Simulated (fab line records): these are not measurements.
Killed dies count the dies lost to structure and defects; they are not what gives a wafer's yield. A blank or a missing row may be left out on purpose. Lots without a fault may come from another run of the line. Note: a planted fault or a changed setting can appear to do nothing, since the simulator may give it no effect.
Split-lot experiment / flow gf180mcu / 23 wafers read from 5 lots, route of 602 steps

== ON THE SPLIT ==
At GF_TOP_METAL_EXPOSE_11 (exposes mask MetalTop, target cd 440 nm), the setting doseMj was moved away from the recipe's 170 on 9 of the 23 wafers read, by -3.7% to +5.0%. For the rest of the wafers, this setting stayed at what the recipe calls for.

== FROM THE SPLIT TO THE READING: what the file shows between them, 2 steps ==
- GF_TOP_METAL_PEB_12
- GF_TOP_METAL_DEVELOP_13: develop time 60 s

== THE READING ==
cdNm, in nm, at GF_TOP_METAL_CD_MEAS_14 (target cd 440 nm). Fault-free wafers of this fab line usually give 440.2 nm, standard deviation 2.2 nm.

wafer=L074.1; tool, chamber at the split=ilineStepper-02, 0; doseMj as run=178.5; against the recipe=+5.0%; cdNm, nm=427.5; against lot-mates on the recipe=-13.8
wafer=L074.2; tool, chamber at the split=ilineStepper-02, 0; doseMj as run=170; against the recipe=recipe; cdNm, nm=442.0; against lot-mates on the recipe=-
wafer=L074.3; tool, chamber at the split=ilineStepper-02, 0; doseMj as run=170; against the recipe=recipe; cdNm, nm=441.0; against lot-mates on the recipe=-
wafer=L074.4; tool, chamber at the split=ilineStepper-02, 0; doseMj as run=170; against the recipe=recipe; cdNm, nm=440.8; against lot-mates on the recipe=-
wafer=L074.6; tool, chamber at the split=ilineStepper-02, 0; doseMj as run=178.5; against the recipe=+5.0%; cdNm, nm=427.7; against lot-mates on the recipe=-13.6
wafer=L077.1; tool, chamber at the split=ilineStepper-02, 0; doseMj as run=165.5; against the recipe=-2.6%; cdNm, nm=447.4; against lot-mates on the recipe=+6.9
wafer=L077.2; tool, chamber at the split=ilineStepper-02, 0; doseMj as run=165.5; against the recipe=-2.6%; cdNm, nm=447.3; against lot-mates on the recipe=+6.8
wafer=L077.4; tool, chamber at the split=ilineStepper-02, 0; doseMj as run=170; against the recipe=recipe; cdNm, nm=439.2; against lot-mates on the recipe=-
wafer=L077.5; tool, chamber at the split=ilineStepper-02, 0; doseMj as run=170; against the recipe=recipe; cdNm, nm=441.8; against lot-mates on the recipe=-
wafer=L077.6; tool, chamber at the split=ilineStepper-02, 0; doseMj as run=165.5; against the recipe=-2.6%; cdNm, nm=446.1; against lot-mates on the recipe=+5.6
wafer=L081.2; tool, chamber at the split=ilineStepper-02, 0; doseMj as run=170; against the recipe=recipe; cdNm, nm=441.5; against lot-mates on the recipe=-
wafer=L081.4; tool, chamber at the split=ilineStepper-02, 0; doseMj as run=170; against the recipe=recipe; cdNm, nm=440.2; against lot-mates on the recipe=-
wafer=L081.6; tool, chamber at the split=ilineStepper-02, 0; doseMj as run=170; against the recipe=recipe; cdNm, nm=440.0; against lot-mates on the recipe=-
wafer=L082.1; tool, chamber at the split=ilineStepper-01, 0; doseMj as run=163.7; against the recipe=-3.7%; cdNm, nm=452.1; against lot-mates on the recipe=+10.2
wafer=L082.3; tool, chamber at the split=ilineStepper-01, 0; doseMj as run=170; against the recipe=recipe; cdNm, nm=441.5; against lot-mates on the recipe=-
wafer=L082.4; tool, chamber at the split=ilineStepper-01, 0; doseMj as run=163.7; against the recipe=-3.7%; cdNm, nm=451.8; against lot-mates on the recipe=+9.9
wafer=L082.5; tool, chamber at the split=ilineStepper-01, 0; doseMj as run=170; against the recipe=recipe; cdNm, nm=440.8; against lot-mates on the recipe=-
wafer=L082.6; tool, chamber at the split=ilineStepper-01, 0; doseMj as run=170; against the recipe=recipe; cdNm, nm=443.3; against lot-mates on the recipe=-
wafer=L085.1; tool, chamber at the split=ilineStepper-02, 0; doseMj as run=177.1; against the recipe=+4.2%; cdNm, nm=428.6; against lot-mates on the recipe=-12.0
wafer=L085.2; tool, chamber at the split=ilineStepper-02, 0; doseMj as run=170; against the recipe=recipe; cdNm, nm=440.7; against lot-mates on the recipe=-
wafer=L085.3; tool, chamber at the split=ilineStepper-02, 0; doseMj as run=170; against the recipe=recipe; cdNm, nm=440.7; against lot-mates on the recipe=-
wafer=L085.4; tool, chamber at the split=ilineStepper-02, 0; doseMj as run=177.1; against the recipe=+4.2%; cdNm, nm=428.4; against lot-mates on the recipe=-12.2
wafer=L085.6; tool, chamber at the split=ilineStepper-02, 0; doseMj as run=170; against the recipe=recipe; cdNm, nm=440.4; against lot-mates on the recipe=-

THE FIT
A straight line over all 23 wafers: cdNm changes by -2.75 nm for each +1% of doseMj; r = -0.99; the points scatter about the line by 1 nm.
The same after taking each lot's own level away (the mean of its wafers on the recipe; 23 wafers): -2.72 nm for each +1%; r = -0.99; scatter 0.76 nm.
On that fit, the largest move of doseMj shifts the reading by 14 nm.
Measured against the standard deviation above, the lots' own levels, which go from 440.50 to 441.87 nm, span 0.6 times it.
The two slopes agree, so the slope changes little with the lot-to-lot level.
Check: for one of the wafers moved furthest among these (+5.0%), held out of the fit, the line's prediction against its lot-mates is -13.8 nm. It came out at -13.8 nm against them.

== THESE WAFERS: OTHER SPLITS ==
Before the reading, these wafers also passed through other splits. Each is held against what the fit with the lots' levels taken away leaves over:
other split on the same wafers=GF_M5_PEB_05 pebTempC; wafers away from the commonest value=8; r with cdNm (lot level and that fit taken away)=-0.06
other split on the same wafers=GF_TOP_METAL_SPUTTER_02 timeS; wafers away from the commonest value=9; r with cdNm (lot level and that fit taken away)=+0.08

== THE WHOLE CHAIN: every reading that the file lists as answering this split, in the file's order ==
step=GF_TOP_METAL_CD_MEAS_14; what it does=target cd 440 nm; reading=cdNm; change (the file's fit)=-2.75 nm for each +1% of the setting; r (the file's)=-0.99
step=GF_TOP_METAL_METAL_ETCH_16; what it does=etches the open film in Cl2/BCl3, stops on SiO2, target depth 1077.5 nm, time 179.6 s; reading=TOP_METAL.cdNm (the simulator's own value, which no gauge read); change (the file's fit)=-3.27 nm for each +1% of the setting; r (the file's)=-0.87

== FILE'S OWN FIT ==
cdNm changes by -2.75 nm for each +1% of doseMj, r = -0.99.
